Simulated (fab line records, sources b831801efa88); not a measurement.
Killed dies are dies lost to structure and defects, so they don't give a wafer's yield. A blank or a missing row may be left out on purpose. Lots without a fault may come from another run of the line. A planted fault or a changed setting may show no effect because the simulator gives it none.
fab line records | flow sky130
record lots=6 wafers=18 last_day=50
route steps=708 shown CAP2M@604 METAL4@621 PAD_OPEN@708
lots that met no fault: from a run of the same line without faults
start_h: hours from the record's first day to the start of the lot's first wafer shown | wait_h: hours since the lot's step before | " the same as in the row above | L1.1+2: a row that stands for several wafers | - no value, or no start given | * or withheld: withheld | < > ~ a bound
route shown NAME@n: a module of which the file shows steps, and the number in the route of the first | usual: mean/standard deviation of fault-free wafers | same: alike in all rows | chamber/n: place in a boat | sites: the reading at each site | _std_site: their standard deviation | _edge_site: outer sites' mean less inner sites' | radius_mm: how far each site lies from the wafer's centre | mask NAME#n: copy n | behind: the tool/chamber that last shaped the wafer | hold: why the lot was held/for how many hours/how that ended | device: the transistor (n, p or np) that didn't switch | end of line: the same wafers' tests at the end of the route | a step without rows: its recipe alone | killed: dies lost to structure and defects at the first sort, not the wafer's yield | map: a wafer's dies, x killed, . not, _ none there
set.NAME: the setting as run; set.NAME@STEP: as run at that earlier step | model.NAME: the simulator's own value behind a step, which no gauge read
lots at some steps of the route; a table a step, a row a wafer
services: from which hour (start_h, from the record's first day; less than 0 if before it) a tool's chamber was out of use, for how many hours, and why
## steps
# step SKY_CAP2M_THK_MEAS_01
# recipe reads=SiO2_of_CAP2M_CVD_00
# usual CAP2M_CVD_00_THK=15.52/0.2
# columns lot.wafer tool chamber start_h wait_h CAP2M_CVD_00_THK[nm]
L898.3 film_metro-02 - 927.90 - 15.19
L898.4 " - " " 15.47
L898.6 " - " " 15.35
L899.1 film_metro-01 - 935.91 - 15.37
L899.4 " - " " 15.60
L899.5 " - " " 15.74
L911.2 film_metro-02 - 1024.76 - 15.74
L911.4 " - " " 15.72
L911.6 " - " " 15.77
L915.1 film_metro-03 - 1062.83 - 15.49
L915.3 " - " " 15.25
L915.5 " - " " 15.53
L917.1 film_metro-02 - 1066.07 - 15.72
L917.2 " - " " 15.64
L917.6 " - " " 15.60
L921.1 film_metro-02 - 1076.08 - 15.26
L921.2 " - " " 15.55
L921.5 " - " " 15.71
# step SKY_CAP2M_SPUTTER_02
# recipe material=TiN target_thk_nm=200 temp_c=300 power_w=6500 time_s=166.7 chamber_pressure_pa=0.4
# usual throttle_valve_pct=30.3/0.68
# columns lot.wafer tool chamber start_h wait_h throttle_valve_pct
L898.3 pvd_sputter-03 - 927.94 0.0 31.4
L898.4 " - " " 30.7
L898.6 " - " " 29.9
L899.1 pvd_sputter-04 - 935.97 0.1 30.3
L899.4 " - " " 30.9
L899.5 " - " " 29.8
L911.2 pvd_sputter-04 - 1024.81 0.0 29.7
L911.4 " - " " 31.0
L911.6 " - " " 30.6
L915.1 pvd_sputter-03 - 1062.89 0.1 30.4
L915.3 " - " " 31.2
L915.5 " - " " 29.9
L917.1 pvd_sputter-03 - 1066.13 0.1 29.7
L917.2 " - " " 31.4
L917.6 " - " " 31.3
L921.1 pvd_sputter-03 - 1076.14 0.1 30.4
L921.2 " - " " 30.6
L921.5 " - " " 30.7
# step SKY_CAP2M_RS_MEAS_03
# recipe thk_meas_gauge=four-point-probe reads=TiN_of_CAP2M_SPUTTER_02
# usual CAP2M_TIN_RS=6.93/0.069
# columns lot.wafer tool chamber start_h wait_h CAP2M_TIN_RS[ohm/sq]
L898.3 film_metro-03 - 928.09 0.1 6.92
L898.4 " - " " 6.89
L898.6 " - " " 6.85
L899.1 film_metro-03 - 936.08 0.1 6.83
L899.4 " - " " 6.79
L899.5 " - " " 6.83
L911.2 film_metro-03 - 1024.94 0.1 6.84
L911.4 " - " " 6.86
L911.6 " - " " 6.92
L915.1 film_metro-01 - 1063.03 0.1 6.93
L915.3 " - " " 6.94
L915.5 " - " " 6.91
L917.1 film_metro-02 - 1066.24 0.1 7.01
L917.2 " - " " 6.96
L917.6 " - " " 7.02
L921.1 film_metro-01 - 1076.25 0.1 7.12
L921.2 " - " " 7.04
L921.5 " - " " 6.99
# step SKY_CAP2M_THK_MEAS_04
# recipe thk_meas_gauge=xrf reads=TiN_of_CAP2M_SPUTTER_02
# usual CAP2M_TIN_THK=201.3/2
# columns lot.wafer tool chamber start_h wait_h CAP2M_TIN_THK[nm]
L898.3 film_metro-03 - 928.19 0.1 201.0
L898.4 " - " " 202.2
L898.6 " - " " 203.2
L899.1 film_metro-03 - 936.20 0.1 203.8
L899.4 " - " " 205.9
L899.5 " - " " 204.5
L911.2 film_metro-03 - 1025.05 0.1 203.7
L911.4 " - " " 204.1
L911.6 " - " " 202.3
L915.1 film_metro-01 - 1063.15 0.1 200.7
L915.3 " - " " 201.5
L915.5 " - " " 202.9
L917.1 film_metro-02 - 1066.36 0.1 200.2
L917.2 " - " " 200.3
L917.6 " - " " 199.2
L921.1 film_metro-01 - 1076.37 0.1 196.4
L921.2 " - " " 199.0
L921.5 " - " " 200.1
# step SKY_CAP2M_DEHYDRATE_05
# recipe temp_c=200 time_s=60
# step SKY_CAP2M_HMDS_06
# recipe prime_time_s=60 prime_temp_c=120
# step SKY_CAP2M_COAT_07
# recipe resist=NOVOLAK spin_rpm=3000 resist_thk_nm=1140
# step SKY_CAP2M_SOFTBAKE_08
# recipe temp_c=90 time_s=60 resist=NOVOLAK
# step SKY_CAP2M_EXPOSE_09
# recipe mask_id=CAP2M na=0.6 source_shape=conventional sigma_outer=0.6 polarization=unpolarized target_cd_nm=1000 dose_mj=159
# step SKY_CAP2M_PEB_10
# recipe temp_c=withheld time_s=* resist=NOVOLAK
# step SKY_CAP2M_DEVELOP_11
# recipe resist=NOVOLAK developer=TMAH develop_time_s=60 dev_temp_c=23
# step SKY_CAP2M_OVL_MEAS_12
# usual CAP2M_OVL=0.5/1.5
# columns lot.wafer tool chamber start_h wait_h CAP2M_OVL[nm]
L898.3 overlay-02 - 952.15 0.1 -0.9
L898.4 " - " " 0.4
L898.6 " - " " -1.2
L899.1 overlay-02 - 959.74 0.1 -0.6
L899.4 " - " " -2.2
L899.5 " - " " -1.5
L911.2 overlay-02 - 1047.27 0.1 2.6
L911.4 " - " " 0.7
L911.6 " - " " -0.5
L915.1 overlay-02 - 1083.34 0.1 -1.4
L915.3 " - " " -1.7
L915.5 " - " " -0.9
L917.1 overlay-01 - 1086.86 0.1 1.9
L917.2 " - " " -0.1
L917.6 " - " " 0.8
L921.1 overlay-01 - 1096.49 0.1 2.0
L921.2 " - " " 3.1
L921.5 " - " " 5.0
# step SKY_CAP2M_METAL_ETCH_13
# recipe target_depth_nm=220 stop_on=SiO2 chemistry=Cl2/BCl3 target=TiN pressure_mtorr=10 icp_w=900 bias_w=48.5 Cl2_flow_sccm=60 bcl3_flow_sccm=30 time_s=62.9
# usual drypump_motor_current_A=5.9/0.45 oes_product_au=0.940/0.0074 rf_fwd_power_W=892/3.5 throttle_valve_pct=21.902/0.0095
# columns lot.wafer tool chamber start_h wait_h drypump_motor_current_A oes_product_au rf_fwd_power_W rf_hours_counter_h throttle_valve_pct model.NOVOLAK_of_CAP2M_COAT_07.thk_nm model.SiO2_of_CAP2M_CVD_00.thk_nm
L898.3 rie_metal-04 1 952.20 0.0 6.5 0.940 888 - 21.899 998.3 15.24
L898.4 " 0 " " 5.7 0.944 894 - 21.889 993.8 15.52
L898.6 " 0 " " 5.7 0.940 894 - 21.897 992 15.36
L899.1 rie_metal-02 1 959.78 0.0 5.4 0.957 892 13 21.889 990 15.33
L899.4 " 1 " " 5.3 0.961 898 - 21.902 989.2 15.58
L899.5 " 0 " " 6.1 0.947 895 - 21.905 991.8 15.71
L911.2 rie_metal-04 1 1047.30 0.0 6.5 0.953 1039 13 21.896 982.3 12.91
L911.4 " 1 " " 6.5 0.949 1038 - 21.902 977.7 12.91
L911.6 " 1 " " 6.5 0.946 1036 - 21.896 982.5 12.91
L915.1 rie_metal-04 0 1083.38 0.0 5.7 0.938 1034 9 21.893 972.6 12.63
L915.3 " 0 " " 5.7 0.939 1040 - 21.897 971.2 12.35
L915.5 " 1 " " 6.5 0.939 1039 - 21.895 973.4 12.75
L917.1 rie_metal-01 1 1086.90 0.0 5.1 0.934 888 17 21.890 992.7 15.75
L917.2 " 0 " " 5.9 0.937 892 18 21.898 995.1 15.59
L917.6 " 0 " " 5.9 0.938 889 - 21.895 994.2 15.57
L921.1 rie_metal-01 0 1096.53 0.0 5.9 0.925 885 19 21.931 990.4 15.29
L921.2 " 0 " " 5.9 0.932 885 - 21.912 991.6 15.56
L921.5 " 0 " " 5.9 0.941 887 - 21.909 989.1 15.73
# step SKY_CAP2M_STRIP_14
# recipe chemistry=O2/N2 power_w=1400 pressure_mtorr=1500 platen_temp_c=withheld o2_flow_sccm=3000 n2_flow_sccm=300 overash_fraction=0.5
# usual drypump_motor_current_A=5.7/0.34 oes_product_au=0.710/0.0041 strip_time_to_endpoint_s=12.67/0.041
# columns lot.wafer tool chamber start_h wait_h drypump_motor_current_A oes_product_au rf_hours_counter_h strip_time_to_endpoint_s
L898.3 plasma_asher-01 0 952.29 0.1 5.3 0.711 - 12.70
L898.4 " 1 " " 5.9 0.711 - 12.64
L898.6 " 1 " " 5.9 0.715 - 12.62
L899.1 plasma_asher-02 0 959.85 0.1 5.8 0.711 51 12.62
L899.4 " 1 " " 5.9 0.715 - 12.61
L899.5 " 1 " " 5.9 0.710 - 12.64
L911.2 plasma_asher-02 0 1047.38 0.1 5.8 0.711 60 12.53
L911.4 " 0 " " 5.8 0.708 - 12.46
L911.6 " 0 " " 5.8 0.709 - 12.52
L915.1 plasma_asher-01 0 1083.46 0.1 5.3 0.711 34 12.42
L915.3 " 1 " " 6.0 0.705 - 12.41
L915.5 " 0 " " 5.3 0.706 - 12.41
L917.1 plasma_asher-01 0 1086.98 0.1 5.3 0.715 35 12.66
L917.2 " 1 " " 5.9 0.714 35 12.68
L917.6 " 1 " " 6.0 0.711 - 12.68
L921.1 plasma_asher-01 0 1096.69 0.1 5.3 0.712 36 12.61
L921.2 " 1 " " 5.9 0.704 36 12.64
L921.5 " 0 " " 5.3 0.714 - 12.61
# step SKY_CAP2M_STRIP_15
# recipe chemistry=post_etch_residue_remover time_s=1200 temp_c=72.5
# step SKY_CAP2M_CLEAN_16
# recipe chemistry=IPA time_s=180 temp_c=25
# step SKY_CAP2M_CLEAN_17
# recipe chemistry=O3/DIW dry=n2_spin
# step SKY_METAL4_DEHYDRATE_05
# recipe temp_c=200 time_s=60
# step SKY_METAL4_HMDS_06
# recipe prime_time_s=60 prime_temp_c=120
# step SKY_METAL4_COAT_07
# recipe resist=BARC temp_c=withheld time_s=withheld spin_rpm=3000 resist_thk_nm=60
# step SKY_METAL4_COAT_08
# recipe resist=KrF-thick spin_rpm=3000 resist_thk_nm=1140
# step SKY_METAL4_SOFTBAKE_09
# recipe temp_c=100 time_s=90 resist=KrF-thick
# step SKY_METAL4_EXPOSE_10
# recipe mask_id=MM4 na=0.68 source_shape=annular sigma_inner=0.4 sigma_outer=0.8 target_cd_nm=300 dose_mj=28
# step SKY_METAL4_PEB_11
# recipe peb_temp_c=withheld peb_time_s=withheld resist=KrF-thick
# step SKY_METAL4_DEVELOP_12
# recipe develop_time_s=60 resist=KrF-thick dev_temp_c=21
# step SKY_METAL4_CD_MEAS_13
# recipe target_cd_nm=300
# usual cd_nm=299.9/1.4
# columns lot.wafer tool chamber start_h wait_h cd_nm
L898.3 cd_sem-02 - 973.35 - 298.7
L898.4 " - " " 299.0
L898.6 " - " " 299.3
L899.1 cd_sem-02 - 983.61 - 297.2
L899.4 " - " " 298.3
L899.5 " - " " 296.7
L911.2 cd_sem-02 - 1069.86 - 299.7
L911.4 " - " " 299.2
L911.6 " - " " 298.3
L915.1 cd_sem-02 - 1103.79 - 298.8
L915.3 " - " " 299.6
L915.5 " - " " 298.6
L917.1 cd_sem-02 - 1107.93 - 300.2
L917.2 " - " " 301.3
L917.6 " - " " 301.1
L921.1 cd_sem-01 - 1117.44 - 300.7
L921.2 " - " " 299.1
L921.5 " - " " 300.0
# step SKY_METAL4_OVL_MEAS_14
# usual METAL4_OVL=1/4.9
# columns lot.wafer tool chamber start_h wait_h METAL4_OVL[nm]
L898.3 overlay-01 - 973.44 0.1 -6
L898.4 " - " " -4
L898.6 " - " " -9
L899.1 overlay-02 - 983.73 0.1 -3
L899.4 " - " " -11
L899.5 " - " " 0
L911.2 overlay-01 - 1069.97 0.1 3
L911.4 " - " " 10
L911.6 " - " " 2
L915.1 overlay-01 - 1103.91 0.1 4
L915.3 " - " " 6
L915.5 " - " " 5
L917.1 overlay-02 - 1108.05 0.1 1
L917.2 " - " " 5
L917.6 " - " " 1
L921.1 overlay-02 - 1117.56 0.1 5
L921.2 " - " " 7
L921.5 " - " " 2
# step SKY_METAL4_DESCUM_15
# recipe chemistry=O2 source_power_w=150 bias_power_w=0 pressure_mtorr=10 temp_c=40 time_s=8
# usual drypump_motor_current_A=5.6/0.39 oes_product_au=0.999/0.007
# columns lot.wafer tool chamber start_h wait_h drypump_motor_current_A oes_product_au rf_hours_counter_h
L898.3 rie_metal-03 0 973.48 0.0 5.7 0.999 -
L898.4 " 1 " " 5.1 1.010 -
L898.6 " 0 " " 5.7 1.003 -
L899.1 rie_metal-02 1 983.77 0.0 5.3 1.003 14
L899.4 " 1 " " 5.3 1.003 -
L899.5 " 0 " " 6.2 1.006 -
L911.2 rie_metal-01 0 1070.00 0.0 5.9 0.989 17
L911.4 " 1 " " 5.1 1.000 -
L911.6 " 0 " " 5.9 0.993 -
L915.1 rie_metal-01 0 1103.95 0.0 5.9 1.001 19
L915.3 " 0 " " 5.9 0.997 -
L915.5 " 0 " " 5.9 1.005 -
L917.1 rie_metal-01 0 1108.08 0.0 5.9 0.995 20
L917.2 " 0 " " 5.9 0.995 -
L917.6 " 0 " " 5.9 0.991 -
L921.1 rie_metal-03 1 1117.60 0.0 5.1 0.998 25
L921.2 " 0 " " 5.8 0.991 21
L921.5 " 0 " " 5.8 1.001 -
# step SKY_METAL4_ETCH_16
# recipe chemistry=N2/H2 target=BARC ion_energy_ev=200 bias_w=100 pressure_mtorr=30 n2_flow_sccm=100 h2_flow_sccm=200 icp_w=500 stop_on=SiO2 time_s=88.2 target_depth_a=600
# usual drypump_motor_current_A=5.6/0.39 oes_product_au=0.626/0.0046 rf_fwd_power_W=496.7/1.8 throttle_valve_pct=13.206/0.0084
# columns lot.wafer tool chamber start_h wait_h drypump_motor_current_A oes_product_au rf_fwd_power_W rf_hours_counter_h throttle_valve_pct
L898.3 rie_metal-03 0 973.53 0.0 5.8 0.626 497.5 - 13.187
L898.4 " 1 " " 5.1 0.630 495.9 - 13.201
L898.6 " 0 " " 5.8 0.627 496.6 - 13.205
L899.1 rie_metal-02 1 983.80 0.0 5.4 0.621 497.7 14 13.195
L899.4 " 1 " " 5.3 0.625 499.3 - 13.207
L899.5 " 0 " " 6.1 0.631 498.0 - 13.213
L911.2 rie_metal-01 0 1070.04 0.0 5.9 0.628 496.5 17 13.205
L911.4 " 1 " " 5.1 0.617 495.5 - 13.208
L911.6 " 0 " " 5.9 0.625 496.5 - 13.204
L915.1 rie_metal-01 0 1104.01 0.1 5.9 0.630 493.8 19 13.205
L915.3 " 0 " " 6.0 0.631 493.7 - 13.201
L915.5 " 0 " " 5.9 0.633 494.4 - 13.209
L917.1 rie_metal-01 0 1108.15 0.1 5.9 0.622 497.8 20 13.218
L917.2 " 0 " " 5.9 0.615 498.3 - 13.202
L917.6 " 0 " " 6.0 0.625 496.1 - 13.209
L921.1 rie_metal-03 1 1117.63 0.0 5.1 0.621 498.6 25 13.196
L921.2 " 0 " " 5.8 0.625 495.7 21 13.212
L921.5 " 0 " " 5.7 0.628 495.4 - 13.213
# step SKY_METAL4_ETCH_17
# recipe target=SiO2 stop_on=TiN chemistry=C4F8/O2/Ar source_w=1500 bias_w=1200 pressure_mtorr=40 c4f8_flow_sccm=withheld O2_flow_sccm=6 Ar_flow_sccm=300 time_s=3.9 target_depth_a=150
# usual oes_product_au=0.755/0.007 rf_fwd_power_W=1469/6.7
# columns lot.wafer tool chamber start_h wait_h oes_product_au rf_fwd_power_W model.etch.depth_nm
L898.3 rie_diel-03 1 973.60 0.0 0.753 1477 15.24
L898.4 " 0 " " 0.744 1466 15.52
L898.6 " 0 " " 0.749 1465 15.36
L899.1 rie_diel-03 2 983.90 0.1 0.744 1468 15.33
L899.4 " 1 " " 0.760 1484 15.58
L899.5 " 0 " " 0.752 1458 15.71
L911.2 rie_diel-02 0 1070.17 0.1 0.689 1474 12.91
L911.4 " 3 " " 0.696 1463 12.91
L911.6 " 0 " " 0.688 1478 12.91
L915.1 rie_diel-03 2 1104.21 0.2 0.685 1465 12.63
L915.3 " 3 " " 0.677 1468 12.35
L915.5 " 3 " " 0.693 1467 12.75
L917.1 rie_diel-02 0 1108.34 0.2 0.766 1481 15.75
L917.2 " 3 " " 0.764 1460 15.59
L917.6 " 0 " " 0.754 1480 15.57
L921.1 rie_diel-02 0 1117.73 0.1 0.744 1477 15.29
L921.2 " 3 " " 0.753 1460 15.56
L921.5 " 0 " " 0.760 1477 15.73
# step SKY_METAL4_METAL_ETCH_18
# recipe target_depth_a=8450 stop_on=SiO2 over_etch_frac=0.3 time_s=183.1 chemistry=Cl2/BCl3 resist_sidewall_deg=88 pressure_mtorr=10 icp_w=900 bias_w=48.5 Cl2_flow_sccm=60 bcl3_flow_sccm=30
# usual drypump_motor_current_A=5.6/0.41 oes_product_au=0.867/0.0052 rf_fwd_power_W=897/3.2 throttle_valve_pct=22.266/0.0088
# columns lot.wafer tool chamber start_h wait_h drypump_motor_current_A oes_product_au rf_fwd_power_W rf_hours_counter_h throttle_valve_pct
L898.3 rie_metal-01 0 973.68 0.1 5.9 0.866 893 - 22.254
L898.4 " 1 " " 5.1 0.871 887 - 22.272
L898.6 " 1 " " 5.1 0.867 891 - 22.251
L899.1 rie_metal-01 0 983.92 0.0 5.9 0.864 891 12 22.271
L899.4 " 1 " " 5.1 0.867 896 - 22.268
L899.5 " 0 " " 5.9 0.863 898 - 22.262
L911.2 rie_metal-02 1 1070.19 0.0 5.4 0.865 898 20 22.276
L911.4 " 0 " " 6.2 0.862 893 - 22.292
L911.6 " 1 " " 5.3 0.870 897 - 22.257
L915.1 rie_metal-03 0 1104.23 0.0 5.7 0.859 898 19 22.274
L915.3 " 0 " " 5.7 0.861 898 - 22.264
L915.5 " 1 " " 5.1 0.871 900 - 22.260
L917.1 rie_metal-03 1 1108.36 0.0 5.1 0.878 894 24 22.268
L917.2 " 0 " " 5.8 0.872 897 20 22.266
L917.6 " 1 " " 5.1 0.870 895 - 22.263
L921.1 rie_metal-02 1 1117.75 0.0 5.3 0.875 896 24 22.250
L921.2 " 0 " " 6.1 0.868 897 21 22.270
L921.5 " 1 " " 5.4 0.861 893 - 22.262
# step SKY_PAD_OPEN_PROBE_99
# usual defect_limited_yield=82.2/1.8 killed_at_M0_to_M3=44/6 killed_at_M4_up=3.3/2.1 killed_at_contacts=25/5.5 killed_at_front_end=15/4.3 killed_dies=88/9.1 killed_open=48/6.6 killed_short=39/6.7 sort_bin_3_pad_short=0.9/0.4 sort_bin_5_function=10.4/1.5 sort_bin_6_memory=6.5/1.1 sort_n_pass=404/9.1 sort_yield_pct=82.2/1.8
# same gross_dies=492 killed_at_back_side=0 killed_at_other=0 sort_bin_4_leakage[%]=0 sort_bin_8_speed[%]=0
# columns lot.wafer tool chamber start_h wait_h defect_limited_yield[%] killed_at_M0_to_M3 killed_at_M4_up killed_at_contacts killed_at_front_end killed_dies killed_open killed_short sort_bin_3_pad_short[%] sort_bin_5_function[%] sort_bin_6_memory[%] sort_n_pass sort_yield_pct[%] model.etest.cap_mim2.bv_v model.etest.cap_mim2.leak_log10_a_cm2
L898.3 prober-02 - 1070.01 0.2 86.0 33 3 21 12 69 41 28 0.4 9.3 4.3 423 86.0 13.84 -8.91
L898.4 prober-02 - 1070.06 0.2 84.1 41 1 21 15 78 40 38 1.2 9.1 5.5 414 84.1 13.72 -8.897
L898.6 prober-02 - 1070.16 0.2 85.8 44 2 17 7 70 40 29 0.6 8.7 4.9 422 85.8 14.15 -8.921
L899.1 prober-01 - 1076.81 0.1 83.3 40 2 23 17 82 48 34 1.0 10.2 5.5 410 83.3 13.57 -8.899
L899.4 prober-01 - 1076.96 0.2 81.9 42 6 26 15 89 51 38 0.4 11.6 6.1 403 81.9 13.66 -9.015
L899.5 prober-01 - 1077.01 0.2 82.3 34 6 33 14 87 51 36 0.8 11.2 5.7 405 82.3 13.87 -9.05
L911.2 prober-01 - 1155.20 0.1 79.9 49 2 24 24 99 54 45 1.4 12.8 5.9 393 79.9 13.1 -8.817
L911.4 prober-01 - 1155.30 0.2 81.9 48 0 31 10 89 49 40 1.4 10.2 6.5 403 81.9 14.01 -8.793
L911.6 prober-01 - 1155.40 0.2 80.7 55 0 24 16 95 45 50 1.2 10.4 7.7 397 80.7 13.54 -8.61
L915.1 prober-01 - 1182.51 0.1 84.1 38 1 22 17 78 34 44 1.0 9.8 5.1 414 84.1 13.38 -8.712
L915.3 prober-01 - 1182.61 0.2 83.9 39 1 26 13 79 48 31 0.6 10.0 5.5 413 83.9 12.88 -8.495
L915.5 prober-01 - 1182.71 0.2 85.0 43 4 13 14 74 44 30 1.0 7.7 6.3 418 85.0 13.79 -8.627
L917.1 prober-01 - 1187.18 0.1 83.3 35 4 24 19 82 46 36 0.8 10.8 5.1 410 83.3 13.94 -9.042
L917.2 prober-01 - 1187.23 0.1 83.5 35 5 25 16 81 49 32 0.6 10.4 5.5 411 83.5 13.63 -9
L917.6 prober-01 - 1187.43 0.2 81.3 51 9 20 12 92 49 43 1.0 13.0 4.7 400 81.3 14.18 -8.977
L921.1 prober-01 - 1195.91 0.1 79.7 52 2 28 18 100 67 33 0.8 12.6 6.9 392 79.7 13.98 -8.877
L921.2 prober-01 - 1195.96 0.1 80.9 46 4 29 15 94 53 41 0.4 10.2 8.5 398 80.9 13.73 -8.986
L921.5 prober-01 - 1196.11 0.2 80.1 41 5 29 23 98 46 52 1.0 11.0 7.9 394 80.1 14.4 -9.351
# killed by level:class
L898.3 LI_CONTACT:geometric_particle:open=10 VIA1:geometric_particle:open=10 CONTACT:geometric_particle:open=5 VIA2:geometric_particle:open=5 FIELD_ISO:geometric_particle:open=4 METAL2:geometric_particle:short=4 POLY_GATE:geometric_particle:short=3 POLY_GATE:geometric_particle:open=3
L898.4 CONTACT:geometric_particle:open=9 VIA1:geometric_particle:open=9 FIELD_ISO:geometric_particle:short=6 VIA2:geometric_particle:open=5 METAL1:geometric_particle:short=5 POLY_GATE:geometric_particle:short=4 METAL2:geometric_particle:short=4 LOCAL_INTERCONNECT:geometric_particle:short=4
L898.6 VIA1:geometric_particle:open=11 VIA2:geometric_particle:open=7 VIA1:geometric_particle:short=6 CONTACT:geometric_particle:open=6 LOCAL_INTERCONNECT:geometric_particle:short=5 VIA3:geometric_particle:open=5 METAL1:geometric_particle:short=4 LI_CONTACT:geometric_particle:open=3
L899.1 VIA1:geometric_particle:open=14 CONTACT:geometric_particle:open=10 METAL1:geometric_particle:short=8 VIA3:geometric_particle:open=7 POLY_GATE:geometric_particle:short=6 LI_CONTACT:geometric_particle:open=6 FIELD_ISO:geometric_particle:short=3 POLY_GATE:geometric_particle:open=3
L899.4 VIA1:geometric_particle:open=8 VIA2:geometric_particle:open=8 CONTACT:geometric_particle:open=7 POLY_GATE:geometric_particle:short=6 LI_CONTACT:geometric_particle:open=6 METAL1:geometric_particle:short=6 METAL3:geometric_particle:short=5 VIA3:geometric_particle:open=5
L899.5 VIA1:geometric_particle:open=13 LI_CONTACT:geometric_particle:open=10 CONTACT:geometric_particle:open=10 FIELD_ISO:geometric_particle:open=7 VIA1:geometric_particle:short=7 LI_CONTACT:geometric_particle:short=6 LOCAL_INTERCONNECT:geometric_particle:short=5 METAL4:geometric_particle:short=5
L911.2 VIA1:geometric_particle:open=16 CONTACT:geometric_particle:open=8 VIA1:geometric_particle:short=8 POLY_GATE:geometric_particle:short=7 LOCAL_INTERCONNECT:geometric_particle:short=6 VIA2:geometric_particle:open=6 POLY_GATE:geometric_particle:open=5 FIELD_ISO:geometric_particle:short=4
L911.4 CONTACT:geometric_particle:open=11 VIA1:geometric_particle:open=9 VIA3:geometric_particle:open=9 VIA2:geometric_particle:open=8 LOCAL_INTERCONNECT:geometric_particle:short=6 METAL1:geometric_particle:short=6 LI_CONTACT:geometric_particle:open=5 LI_CONTACT:geometric_particle:short=4
L911.6 VIA1:geometric_particle:open=13 METAL1:geometric_particle:short=11 FIELD_ISO:geometric_particle:short=6 CONTACT:geometric_particle:open=6 VIA2:geometric_particle:open=6 VIA3:geometric_particle:open=6 METAL3:geometric_particle:short=5 LI_CONTACT:geometric_particle:open=5
L915.1 LOCAL_INTERCONNECT:geometric_particle:short=9 VIA1:geometric_particle:short=8 VIA1:geometric_particle:open=8 METAL2:geometric_particle:short=6 LI_CONTACT:geometric_particle:open=5 VIA3:geometric_particle:open=5 FIELD_ISO:geometric_particle:short=4 POLY_GATE:geometric_particle:short=4
L915.3 CONTACT:geometric_particle:open=13 VIA1:geometric_particle:open=10 LI_CONTACT:geometric_particle:open=5 VIA2:geometric_particle:open=5 POLY_GATE:geometric_particle:open=4 CONTACT:geometric_particle:short=4 METAL2:geometric_particle:short=4 VIA3:geometric_particle:open=4
L915.5 VIA1:geometric_particle:open=15 METAL2:geometric_particle:short=7 VIA3:geometric_particle:open=6 LI_CONTACT:geometric_particle:open=5 CONTACT:geometric_particle:open=4 METAL3:geometric_particle:short=4 POLY_GATE:geometric_particle:open=3 POLY_GATE:geometric_particle:short=3
L917.1 VIA3:geometric_particle:open=10 CONTACT:geometric_particle:open=8 LI_CONTACT:geometric_particle:open=6 VIA1:geometric_particle:open=6 FIELD_ISO:geometric_particle:short=5 FIELD_ISO:geometric_particle:open=4 POLY_GATE:geometric_particle:short=4 LOCAL_INTERCONNECT:geometric_particle:short=4
L917.2 CONTACT:geometric_particle:open=10 VIA1:geometric_particle:open=10 POLY_GATE:geometric_particle:open=6 METAL1:geometric_particle:short=6 LI_CONTACT:geometric_particle:open=6 METAL2:geometric_particle:short=6 VIA2:geometric_particle:open=5 VIA3:geometric_particle:open=4
L917.6 VIA1:geometric_particle:open=12 CONTACT:geometric_particle:open=8 METAL1:geometric_particle:short=8 VIA3:geometric_particle:open=7 LI_CONTACT:geometric_particle:open=6 VIA1:geometric_particle:short=6 METAL4:geometric_particle:short=6 FIELD_ISO:geometric_particle:open=5
L921.1 VIA1:geometric_particle:open=22 LI_CONTACT:geometric_particle:open=13 CONTACT:geometric_particle:open=9 FIELD_ISO:geometric_particle:open=7 VIA2:geometric_particle:open=6 VIA1:geometric_particle:short=5 VIA3:geometric_particle:open=5 FIELD_ISO:geometric_particle:short=4
L921.2 LI_CONTACT:geometric_particle:open=11 VIA1:geometric_particle:open=10 FIELD_ISO:geometric_particle:open=6 CONTACT:geometric_particle:open=6 VIA1:geometric_particle:short=6 METAL2:geometric_particle:short=5 VIA2:geometric_particle:open=5 FIELD_ISO:geometric_particle:short=4
L921.5 CONTACT:geometric_particle:open=12 VIA1:geometric_particle:open=9 METAL1:geometric_particle:short=8 FIELD_ISO:geometric_particle:open=6 CONTACT:geometric_particle:short=6 VIA1:geometric_particle:short=6 POLY_GATE:geometric_particle:open=5 POLY_GATE:geometric_particle:short=5
## services
# columns tool chamber start_h hours kind
rie_metal-02 - 906.27 2.8 pm
rie_metal-02 1 917.11 2.6 repair
pvd_sputter-03 - 920.18 1.9 repair
rie_diel-03 0 930.68 2.7 repair
plasma_asher-01 - 937.26 2.8 pm
rie_diel-02 0 947.90 12.3 repair
rie_metal-01 - 954.43 2.8 pm
rie_metal-03 - 971.97 0.5 repair
rie_metal-02 - 973.21 2.7 repair
rie_diel-03 1 989.94 2.1 repair
rie_metal-02 - 1009.11 2.1 repair
plasma_asher-01 - 1028.74 1.6 repair
pvd_sputter-03 - 1033.43 6.9 repair
rie_diel-02 1 1041.46 6.1 repair
rie_diel-03 1 1044.98 3.5 repair
rie_diel-03 0 1045.85 3.9 repair
rie_diel-02 3 1049.37 3.6 repair
rie_diel-03 1 1072.13 7.4 repair
rie_metal-01 0 1087.74 5.5 repair
rie_metal-01 1 1089.90 21.7 repair
rie_diel-02 1 1106.24 9.1 repair
rie_metal-04 - 1107.30 2.8 pm
rie_diel-03 3 1111.69 14.2 repair
pvd_sputter-03 - 1113.78 4.8 repair
## key
first_sign step=SKY_CAP2M_METAL_ETCH_13 reading=rf_fwd_power_W direction=up sigmas=41 usual=892 struck=1038
effect step=SKY_CAP2M_STRIP_14 reading=strip_time_to_endpoint_s direction=down sigmas=5.2 usual=* struck=*
effect step=SKY_METAL4_ETCH_17 reading=oes_product_au direction=down sigmas=9.5 usual=0.755 struck=0.688
model_effect step=SKY_CAP2M_METAL_ETCH_13 value=NOVOLAK_of_CAP2M_COAT_07.thk_nm without=996.3 struck=976.6
model_effect step=SKY_METAL4_ETCH_17 value=etch.depth_nm without=15.59 struck=12.74
model_effect step=SKY_PAD_OPEN_PROBE_99 value=etest.cap_mim2.bv_v without=14.18 struck=13.45
met_at SKY_CAP2M_METAL_ETCH_13
struck_wafers L911.2,L911.4,L911.6,L915.1,L915.3,L915.5
onset_between 952.20 1047.30
fault kind=process_parameter_drift tool=rie_metal-04 chamber=- onset_h=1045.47 steps=SKY_CAP2M_METAL_ETCH_13 channel=icp_w offset=144 shape=step end_h=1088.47 acts_in=these_recipes_only stated=900
